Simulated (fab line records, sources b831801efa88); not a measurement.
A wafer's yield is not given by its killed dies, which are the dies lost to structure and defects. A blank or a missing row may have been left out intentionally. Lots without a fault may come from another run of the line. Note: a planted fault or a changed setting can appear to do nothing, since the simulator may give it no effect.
Which of the tools did it? -- flow sky130 -- 42 wafers from 14 lots sampled at 5 of the route's 708 steps

## WHAT THE GAUGES READ, wafer by wafer
SKY_LDD_LDN_OVL_MEAS_07. Usual: for LDD_LDN_OVL the level is -0.5 nm and the standard deviation is 1.6.
lot,measured,on,LDD_LDN_OVL (nm),flag
L304,day 22 06:01,overlay-01,-0.2 -0.5 0.7,
L305,day 23 00:21,overlay-01,3.6 2.6 3.9,
L309,day 24 10:57,overlay-02,-4.2 -1.7 -4.2,
L310,day 24 22:35,overlay-02,-0.3 0.1 1.0,
L311,day 25 06:36,overlay-01,-1.3 -0.7 -1.8,
L312,day 25 15:52,overlay-02,-0.6 -0.5 -1.9,
L313,day 26 16:44,overlay-02,-0.2 -2.3 -1.8,
L314,day 26 22:08,overlay-02,-0.8 -1.9 -1.1,
L315,day 26 22:27,overlay-02,0.2 0.0 1.5,
L320,day 29 03:17,overlay-01,-1.7 -2.2 -1.6,
L321,day 29 05:23,overlay-01,0.4 0.3 -0.2,
L322,day 29 09:44,overlay-02,-0.7 -2.1 0.0,
L325,day 30 18:57,overlay-02,0.2 1.2 1.8,
L327,day 31 11:29,overlay-01,0.8 0.8 0.8,

SKY_POLY_CUT_CD_MEAS_08: target cd 270 nm. Usual: 270.0 nm for cd nm, sd 1.4.
lot,measured,on,cd nm (nm),flag
L304,day 23 15:47,cd sem-01,268.3 268.0 267.3,
L305,day 24 08:50,cd sem-02,271.0 269.2 270.3,
L309,day 25 18:23,cd sem-02,271.2 270.2 269.8,
L310,day 26 06:20,cd sem-01,269.4 270.0 269.6,
L311,day 26 13:10,cd sem-01,271.2 269.3 271.1,
L312,day 26 23:32,cd sem-01,268.3 269.9 269.6,
L313,day 27 23:20,cd sem-01,269.9 267.7 267.6,
L314,day 28 05:02,cd sem-02,271.3 269.0 269.1,
L315,day 28 06:01,cd sem-01,269.3 269.4 268.8,
L320,day 30 10:32,cd sem-01,268.7 267.7 268.7,
L321,day 30 13:34,cd sem-02,271.2 271.1 270.1,
L322,day 30 16:02,cd sem-01,271.1 270.2 271.6,
L325,day 32 02:12,cd sem-01,271.6 270.2 270.6,
L327,day 32 18:29,cd sem-01,269.4 269.8 268.9,

SKY_SD_N_RS_MEAS_16: measures by four-point-probe. Usual: for SD_N_RS the level is 68.65 ohm/sq and the standard deviation is 0.14.
lot,measured,on,SD_N_RS (ohm/sq),flag
L304,day 27 08:50,film metro-04,68.73 68.71 68.54,
L305,day 28 00:52,film metro-01,68.71 68.70 68.65,
L309,day 29 10:00,film metro-04,68.62 68.78 68.63,
L310,day 29 21:09,film metro-02,68.37 68.56 68.39,
L311,day 30 04:49,film metro-01,68.79 68.74 68.72,
L312,day 30 12:46,film metro-02,68.36 68.55 68.51,
L313,day 31 12:04,film metro-04,68.74 68.70 68.67,
L314,day 31 17:12,film metro-01,68.89 68.93 68.90,
L315,day 31 18:34,film metro-04,68.70 68.71 68.66,
L320,day 33 20:46,film metro-02,68.52 68.55 68.61,
L321,day 34 01:13,film metro-02,65.85 65.92 65.80,OFF
L322,day 34 01:45,film metro-04,65.92 66.06 65.96,OFF
L325,day 35 10:57,film metro-01,66.05 65.94 66.20,OFF
L327,day 36 04:02,film metro-02,68.58 68.53 68.40,

SKY_LI_CONTACT_THK_MEAS_01. Usual: for LI_CONTACT_HDPCVD_THK the level is 931 nm and the standard deviation is 9.7.
lot,measured,on,LI_CONTACT_HDPCVD_THK (nm),flag
L304,day 27 09:19,film metro-01,913 927 928,
L305,day 28 01:20,film metro-04,926 936 924,
L309,day 29 10:28,film metro-01,938 926 927,
L310,day 29 21:37,film metro-04,918 913 926,
L311,day 30 05:17,film metro-04,936 947 929,
L312,day 30 13:15,film metro-04,912 932 922,
L313,day 31 12:32,film metro-04,935 930 940,
L314,day 31 17:40,film metro-02,927 933 945,
L315,day 31 19:01,film metro-04,918 946 930,
L320,day 33 21:14,film metro-04,938 954 941,
L321,day 34 01:42,film metro-01,947 924 943,
L322,day 34 02:35,film metro-02,938 931 941,
L325,day 35 11:26,film metro-01,938 919 940,
L327,day 36 04:31,film metro-02,937 947 936,

## TOOL THAT RAN EACH LOT (tool first, then ch and the chambers of the sampled wafers, then the start)
lot,SKY_SD_N_IMPLANT_10
L304,"implanter-01 ch 0, day 27 08:18"
L305,"implanter-01 ch 0, day 28 00:21"
L309,"implanter-03 ch 0, day 29 09:28"
L310,"implanter-03 ch 0, day 29 20:37"
L311,"implanter-03 ch 0, day 30 04:18"
L312,"implanter-01 ch 0, day 30 12:14"
L313,"implanter-01 ch 0, day 31 11:31"
L314,"implanter-01 ch 0, day 31 16:40"
L315,"implanter-01 ch 0, day 31 18:02"
L320,"implanter-01 ch 0, day 33 20:14"
L321,"implanter-03 ch 0, day 33 23:49"
L322,"implanter-03 ch 0, day 34 00:53"
L325,"implanter-03 ch 0, day 35 10:06"
L327,"implanter-01 ch 0, day 36 03:30"
- SKY_SD_N_IMPLANT_10

## AS READ BY THE TOOLS THEMSELVES (means over the sampled wafers that have a number; for cases with no such wafer, the mark the record gives instead)
The record holds no such reading with a usual standard deviation.

## THE ANSWER, worked out from the rows above alone
Rule: a lot is off if the mean of its wafers that have a number lies more than 3 standard deviations from the usual mean. Also off: a lot with no number at a reading for which 4 or more lots have one. Where the step has rows for the other lots, those lots are counted as sound. First the gauges in route order, then the tools' own readings, where a lot's mean is used as printed above. The first step at which some lot is off is used, and at that step the reading that is off furthest; a lot without a number counts as furthest.
Off: L321, L322, L325, seen at SKY_SD_N_RS_MEAS_16 (SD_N_RS).
A tool fits if, at a process step before that reading, it ran every lot that is off, and no sound lot after the first of them. Those tools and the gauges at SKY_SD_N_RS_MEAS_16 are tried in the same way. One fits: implanter-03 at SKY_SD_N_IMPLANT_10. A fault onset in the window from L311 (day 30 04:18, its last sound lot) to L321 (day 33 23:49, its first lot off) fits.

## WHAT HAD BEEN PUT IN BY THE SIMULATOR
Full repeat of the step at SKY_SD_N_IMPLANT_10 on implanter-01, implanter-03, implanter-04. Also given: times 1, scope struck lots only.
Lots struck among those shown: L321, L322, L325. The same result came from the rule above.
